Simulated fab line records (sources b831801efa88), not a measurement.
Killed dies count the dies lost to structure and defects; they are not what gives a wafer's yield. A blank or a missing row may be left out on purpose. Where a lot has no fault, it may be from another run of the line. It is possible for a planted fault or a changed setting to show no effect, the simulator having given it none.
Which tool was responsible?    flow sky130    14 lots, 42 wafers sampled, at 2 steps of a route of 708

WHAT EACH GAUGE READ, for each wafer
SKY_VIA2_THK_MEAS_01.
lot   measured      on             VIA2_HDPCVD_THK (nm)
L981  day 35 06:46  film_metro-03  1184 1182 1201
L982  day 35 12:11  film_metro-02  1190 1188 1193
L983  day 35 18:46  film_metro-04  1203 1191 1202
L984  day 36 02:11  film_metro-02  1188 1183 1169
L985  day 37 05:56  film_metro-02  1157 1183 1171
L987  day 38 01:41  film_metro-03  1208 1197 1195
L989  day 38 10:08  film_metro-03  1191 1183 1196
L991  day 39 03:40  film_metro-04  1173 1171 1184
L993  day 39 09:28  film_metro-02  1196 1177 1174
L995  day 39 20:53  film_metro-04  1188 1193 1205
L999  day 40 16:18  film_metro-02  1186 1192 1190
L100  day 41 03:10  film_metro-04  1189 1196 1187
L101  day 41 18:26  film_metro-02  1228 1227 1218
L102  day 41 21:47  film_metro-03  1255 1242 1247

WHICH TOOL RAN EACH LOT (tool, then ch and the chambers of the sampled wafers, then the start)
lot   SKY_VIA2_HDPCVD_00
L981  hdpcvd-01 ch 0,1,2, day 35 06:37
L982  hdpcvd-01 ch 0,1,2, day 35 12:03
L983  hdpcvd-01 ch 0,1, day 35 18:37
L984  hdpcvd-02 ch 0,2, day 36 02:03
L985  hdpcvd-02 ch 0,1,2, day 37 05:50
L987  hdpcvd-01 ch 0,1,2, day 38 01:33
L989  hdpcvd-01 ch 0,1, day 38 10:00
L991  hdpcvd-02 ch 0,2, day 39 03:32
L993  hdpcvd-02 ch 0,1,2, day 39 09:20
L995  hdpcvd-01 ch 0,2, day 39 20:46
L999  hdpcvd-01 ch 0,2, day 40 16:10
L100  hdpcvd-01 ch 1,2, day 41 03:02
L101  hdpcvd-02 ch 1,2, day 41 18:18
L102  hdpcvd-02 ch 0,2, day 41 21:38
- SKY_VIA2_HDPCVD_00: deposits SiO2, target thk 1180 nm, time 196.7 s.

WHAT THE TOOLS THEMSELVES READ (means of the sampled wafers that have a number; where no wafer has one, the mark that the record gives instead)
SKY_VIA2_HDPCVD_00.
lot   tool       run_length_s (s)  sih4_flow_sccm (sccm)
L981  hdpcvd-01  223.9             59.97
L982  hdpcvd-01  224.1             60.12
L983  hdpcvd-01  224.3             60.11
L984  hdpcvd-02  224.7             59.91
L985  hdpcvd-02  224.4             60.06
L987  hdpcvd-01  224.4             59.80
L989  hdpcvd-01  224.5             60.00
L991  hdpcvd-02  224.5             60.13
L993  hdpcvd-02  224.7             59.97
L995  hdpcvd-01  224.3             60.19
L999  hdpcvd-01  224.1             59.93
L100  hdpcvd-01  224.0             60.12
L101  hdpcvd-02  233.7             60.01
L102  hdpcvd-02  234.2             59.97

THE ANSWER, worked out from the rows above alone
Rule: the usual values come from the lots themselves. Put in order of their means at a reading, lots are off if they are a third of the lots or fewer, leave a main group of 4 or more, and stand apart from it by a gap of 3 or more times the standard deviation of the main group's means; of several such gaps the widest counts. If all means in a main group match to the digits the tables above print for the reading, that group is not used. A lot without any number at a reading at which 4 lots or more have one is off too. Any other lot the step has rows for is counted as sound. The gauges are gone through in route order, then the tools' own readings, and for those a lot's mean is taken as printed above. The first step at which some lot is off is used, and at that step the reading that is off furthest; a lot without a number counts as furthest.
Off at SKY_VIA2_HDPCVD_00 (run_length_s): L101, L102. Main group: mean 224.3 s, sd 0.25.
If a tool, at that step or one of the process steps before it, ran each lot that is off and ran no sound lot following the first of them, it fits. One candidate fits, namely hdpcvd-02 at SKY_VIA2_HDPCVD_00. A fault onset in the window from L993 (day 39 09:20, its last sound lot) to L101 (day 41 18:18, its first lot off) fits.
The tool's own readings at SKY_VIA2_HDPCVD_00 bear it out: on the lots that are off they differ by more than 5 times the standard deviation of the sound lots' means. run_length_s reads 233.9 s there against 224.3 s on the sound lots.

WHAT THE SIMULATOR PUT IN
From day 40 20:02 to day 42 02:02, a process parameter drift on hdpcvd-02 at SKY_VIA2_HDPCVD_00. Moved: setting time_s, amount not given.
Shown lots that were struck: L101, L102. The rule given above showed the same thing.
